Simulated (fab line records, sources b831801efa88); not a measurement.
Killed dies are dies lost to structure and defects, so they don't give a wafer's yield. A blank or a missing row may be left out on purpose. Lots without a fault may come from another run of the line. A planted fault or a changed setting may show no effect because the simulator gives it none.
A struck lot beside a sound one | flow sky130 | 18 steps out of a route of 708
Sound: wafers L685.4, L685.5, L685.6. Struck: wafers L694.2, L694.4, L694.5. The cause comes at the end.
At each step with rows: each side's tool, then ch and its chambers, then its first start. Under that, the readings that differ: sound wafers | struck wafers | difference of the means | sigmas: that difference in standard deviations of wafers without a fault.
alike: readings whose means differ by less than 2 such deviations, and words and numbers that are the same on both sides. not compared: withheld readings, readings that some wafer has no value for, bounds like >300 that may hide the same value, and numbers for which the record gives no deviation and whose values overlap.
The two part at a step that has a row with sigmas, a row that says differs or no value, or rows on one side only. Numbers that don't overlap but have no deviation are shown without sigmas and don't part them. A reading that every wafer of one side lacks parts them only if that side has two wafers or more.

first, 5 steps without rows for these wafers: SKY_VIA4_COAT_06 (resist thk 1140 nm); SKY_VIA4_SOFTBAKE_07 (time 60 s); SKY_VIA4_EXPOSE_08 (exposes mask VIM4, target cd 800 nm); SKY_VIA4_PEB_09; SKY_VIA4_DEVELOP_10 (develop time 60 s).
SKY_VIA4_OVL_MEAS_11:
  sound on overlay-01, day 46 14:53; struck on overlay-02, day 48 01:47
  alike: VIA4_OVL
SKY_VIA4_ETCH_12: etches SiO2 in C4F8/O2/Ar, stops on TiN, target depth 580 nm.
  sound on rie_diel-03 ch 1,2,3, day 46 14:55; struck on rie_diel-03 ch 2,3, day 48 01:49
  alike: oes_product_au
SKY_VIA4_STRIP_13: strips in O2/N2.
  sound on plasma_asher-04 ch 0,1, day 46 15:01; struck on plasma_asher-04 ch 0,1, day 48 01:53
  alike: drypump_motor_current_A, oes_product_au, strip_time_to_endpoint_s
  not compared: rf_hours_counter_h
then, 3 steps without rows for these wafers: SKY_VIA4_STRIP_14 (strips in post etch residue remover, time 1200 s); SKY_VIA4_CLEAN_15 (cleans in IPA, time 180 s); SKY_VIA4_CLEAN_16 (cleans in O3/DIW).
SKY_VIA4_SPUTTER_17: material TiN, target thk 20 nm, time 80 s.
  sound on pvd_sputter-04, day 46 15:37; struck on pvd_sputter-02, day 48 02:29
  alike: throttle_valve_pct
SKY_VIA4_CVD_18: deposits W, target thk 505 nm, time 152.14 s.
  sound on cvd_w-01 ch 0,1, day 46 15:43; struck on cvd_w-01 ch 0,1, day 48 02:52
  alike: heater_power_outer_w, heater_power_w
SKY_VIA4_RS_MEAS_19: measures by four-point-probe.
  sound on film_metro-02, day 46 15:53; struck on film_metro-03, day 48 03:02
  reading            | sound                | struck               | difference | sigmas
  VIA4_W_RS (ohm/sq) | 0.2299 0.2308 0.2225 | 0.1152 0.1124 0.1140 | -0.1139    | -46
SKY_VIA4_THK_MEAS_20: measures by xrf.
  sound on film_metro-02, day 46 15:58; struck on film_metro-03, day 48 03:08
  reading         | sound       | struck      | difference | sigmas
  VIA4_W_THK (nm) | 486 485 504 | 973 976 965 | +480       | +68
SKY_VIA4_CMP_21: polishes, stops on SiO2, t overpolish 25 s, target thk 0 nm.
  sound on cmp-02 ch 1,2,3, day 46 16:06; struck on cmp-01 ch 0,3, day 48 03:11
  reading                | sound       | struck      | difference | sigmas
  time_to_endpoint_s (s) | 115 119 123 | 239 251 256 | +130       | +24
  alike: motor_current_A, overpolish_run_s
SKY_METAL5_SPUTTER_00: material Ti, target thk 15 nm, time 10 s.
  sound on pvd_sputter-04, day 46 16:18; struck on pvd_sputter-02, day 48 03:29
  alike: throttle_valve_pct
-- the record jumps here: 2 days lie between the struck wafers' starts before and after (it left off in module METAL5 and takes up again in module PAD_OPEN, whose first step shown is number 708 of the route) --
SKY_PAD_OPEN_PROBE_99:
  sound on prober-02, day 49 07:55; struck on prober-02, day 50 13:31
  alike: defect_limited_yield, killed_at_M0_to_M3, killed_at_M4_up, killed_at_contacts, killed_at_front_end, killed_at_other, killed_dies, killed_open, killed_short, sort_bin_3_pad_short, sort_bin_5_function, sort_bin_6_memory, sort_n_pass, sort_yield_pct

WHERE THEY PART
First at SKY_VIA4_RS_MEAS_19; last, within this record, at SKY_VIA4_CMP_21. Later steps at which nothing parts them and some readings are alike: SKY_METAL5_SPUTTER_00, SKY_PAD_OPEN_PROBE_99.

WHY: what the simulator had put in
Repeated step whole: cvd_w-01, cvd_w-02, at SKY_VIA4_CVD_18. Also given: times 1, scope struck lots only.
